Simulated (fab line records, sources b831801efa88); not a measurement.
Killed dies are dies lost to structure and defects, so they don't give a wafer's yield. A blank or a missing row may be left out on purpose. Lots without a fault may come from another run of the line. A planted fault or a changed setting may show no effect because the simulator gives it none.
Chamber matching | flow gf180mcu | GF_POLY_GATE_ETCH_13 on rie_si-01: 4 sister chambers
The step etches poly-Si in HBr/Cl2, stops on SiO2, target depth 198.5 nm, time 69.6 s. 4 wafers are shown with their chamber, then 8 later ones without.

WAFERS WITH THEIR CHAMBER
wafer  | chamber | drypump_motor_current_A (A)
L831.1 | 3       | 5.2
L831.6 | 1       | 5.7
L834.4 | 0       | 5.6
L835.5 | 2       | 5.2

WAFERS WITHOUT THEIR CHAMBER
wafer  | drypump_motor_current_A (A)
L835.6 | 5.8
L836.1 | 5.2
L836.3 | 5.6
L836.6 | 5.8
L837.2 | 5.7
L837.3 | 5.2
L837.5 | 5.2
L842.4 | 5.2

WHICH CHAMBER EACH WENT THROUGH
wafer  | from the rows above     | in truth
L835.6 | 1                       | 1
L836.1 | can't be placed: 2 or 3 | 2
L836.3 | 0                       | 0
L836.6 | 1                       | 1
L837.2 | 1                       | 1
L837.3 | can't be placed: 2 or 3 | 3
L837.5 | can't be placed: 2 or 3 | 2
L842.4 | can't be placed: 2 or 3 | 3
Placed correctly: 4 of 8. Can't be placed from these rows: 4 (the true chamber is among the candidates in 4). Placed wrongly: 0.
How it was worked out, from the rows above alone: a wafer's distance from a chamber is the root of the sum, over the readings, of the square of ((its reading less the chamber's mean) divided by the reading's scatter). The wafer belongs to the nearest chamber; if the next one is less than 2 further off, it can't be placed. A chamber's mean is the mean of its shown wafers. The scatter: with one shown wafer a chamber, the root of the mean of the squares of how far each hidden wafer lies from its nearest shown one.
